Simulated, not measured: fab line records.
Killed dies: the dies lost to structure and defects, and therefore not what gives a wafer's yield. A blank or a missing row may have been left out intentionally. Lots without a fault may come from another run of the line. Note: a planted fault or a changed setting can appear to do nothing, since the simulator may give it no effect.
Chamber matching    flow gf180mcu    GF_V1_CMP_26 on cmp-02: 4 sister chambers
The step polishes, stops on SiO2, t overpolish 15 s, target thk 0 nm. 14 wafers are shown with their chamber, then 7 later ones without.

WAFERS PAIRED WITH THEIR CHAMBERS
wafer   chamber  motorCurrentA (A)  timeToEndpointS (s)
L932.3  1        12.1               88
L932.4  3        12.0               88
L932.5  0        9.3                91
L934.2  2        10.6               86
L934.4  0        9.2                87
L934.5  2        10.5               87
L935.2  0        8.7                87
L935.3  3        12.0               88
L935.5  0        8.8                88
L936.3  2        11.0               86
L936.4  0        8.6                89
L936.5  2        11.0               90
L938.2  1        11.6               89
L938.3  3        11.8               92

SIGNATURES, as means of the wafers listed above
reading          chamber 0  chamber 1  chamber 2  chamber 3  scatter within a chamber
motorCurrentA    8.920      11.850     10.775     11.933     0.273
timeToEndpointS  88.40      88.50      87.25      89.33      1.82
Rule: a wafer's distance from a chamber is the root of the sum, over the readings, of the square of ((its reading less the chamber's mean) divided by the reading's scatter). If the next closest chamber is less than 2 further off than the closest, the wafer can't be placed; otherwise it belongs to the closest. The scatter is the square root of a quotient: the sum, over the shown wafers, of each reading's squared deviation from its chamber's mean, divided by wafers minus chambers.

WAFERS WITHOUT THEIR CHAMBER
wafer   motorCurrentA (A)  timeToEndpointS (s)
L938.6  8.9                93
L951.1  12.1               87
L951.2  11.8               92
L951.6  11.2               89
L955.1  11.8               86
L955.2  11.0               93
L955.3  8.8                90

WHICH CHAMBER EACH WENT THROUGH
wafer   from the rows above           in truth
L938.6  0                             0
L951.1  can't be placed: 1 or 3       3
L951.2  can't be placed: 3 or 1       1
L951.6  can't be placed: 2 or 1 or 3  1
L955.1  can't be placed: 1 or 3       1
L955.2  can't be placed: 2 or 3 or 1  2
L955.3  0                             0
Placed correctly: 2 of 7. Can't be placed from these rows: 5 (the true chamber is among the candidates in 5). Wrongly placed: 0.
